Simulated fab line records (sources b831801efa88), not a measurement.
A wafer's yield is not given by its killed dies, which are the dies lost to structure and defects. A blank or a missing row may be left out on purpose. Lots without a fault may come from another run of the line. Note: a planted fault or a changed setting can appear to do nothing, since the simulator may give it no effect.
2 desks looking at one fault || flow sky130 || what lay behind the numbers comes last; until then each desk has only its own

== TOOL OWNER'S DESK, cmp-02 ==
The tool's own readings at SKY_VIA2_CMP_24 (polishes, stops on SiO2, t overpolish 20 s, target thk 0 nm): means of the sampled wafers that have a number, for each lot that ran on this tool. If a lot's mean is further than 4 standard deviations from the usual mean, the lot is out of limits and carries the mark OUT (the distance appears in the brackets).
Columns: A = motor-current-A at SKY_VIA2_CMP_24, usual 11.4 A; B = overpolish-run-s at SKY_VIA2_CMP_24, usual 19.999 s; C = time-to-endpoint-s at SKY_VIA2_CMP_24, usual 102.3 s
{"lot": "L891", "first seen here": "day 37 06:38", "A": 10.8, "B": 20.005, "C": 102.5}
{"lot": "L895", "first seen here": "day 39 08:08", "A": 10.8, "B": 19.996, "C": 103.4}
{"lot": "L899", "first seen here": "day 40 11:33", "A": 11.1, "B": 20.003, "C": 102.8}
{"lot": "L898", "first seen here": "day 40 12:46", "A": 10.9, "B": 19.998, "C": 100.7}
{"lot": "L897", "first seen here": "day 40 15:25", "A": 12.1, "B": 19.999, "C": 103.3}
{"lot": "L900", "first seen here": "day 41 09:38", "A": 11.9, "B": 20.005, "C": 105.1}
{"lot": "L906", "first seen here": "day 42 09:10", "A": 10.6, "B": 20.004, "C": 99.1}
{"lot": "L910", "first seen here": "day 43 01:57", "A": 12.1, "B": 20.004, "C": 100.8}
This desk's verdict: no lot among the 8 shows anything out of limits.

== FROM THE METROLOGY DESK ==
Means of the sampled wafers that have a number, per lot and without regard to the tool the lot ran on: this is what the gauges read. If a lot's mean is further than 4 standard deviations from the usual mean, the lot is out of limits and carries the mark OUT (the distance appears in the brackets).
Columns: A = VIA4_W_RS at SKY_VIA4_RS_MEAS_19, usual 0.2263 ohm/sq
{"lot": "L890", "first seen here": "day 43 06:31", "A": 0.2248}
{"lot": "L891", "first seen here": "day 43 16:05", "A": 0.2278}
{"lot": "L892", "first seen here": "day 43 19:17", "A": 0.2258}
{"lot": "L895", "first seen here": "day 45 12:02", "A": 0.2252}
{"lot": "L899", "first seen here": "day 46 09:50", "A": 0.2283}
{"lot": "L898", "first seen here": "day 46 11:22", "A": 0.2240}
{"lot": "L897", "first seen here": "day 46 14:20", "A": 0.2229}
{"lot": "L900", "first seen here": "day 47 06:23", "A": 0.2267}
{"lot": "L907", "first seen here": "day 47 21:56", "A": 0.2270}
{"lot": "L906", "first seen here": "day 48 02:58", "A": 0.2266}
{"lot": "L909", "first seen here": "day 48 06:46", "A": 0.2291}
{"lot": "L910", "first seen here": "day 48 15:46", "A": 0.2288}
This desk's verdict: no lot among the 12 shows anything out of limits.

== BROUGHT TOGETHER ==
Nothing out of limits was seen by the tool owner's desk.
Metrology desk: nothing out of limits seen.

== WHAT WAS PUT IN BY THE SIMULATOR ==
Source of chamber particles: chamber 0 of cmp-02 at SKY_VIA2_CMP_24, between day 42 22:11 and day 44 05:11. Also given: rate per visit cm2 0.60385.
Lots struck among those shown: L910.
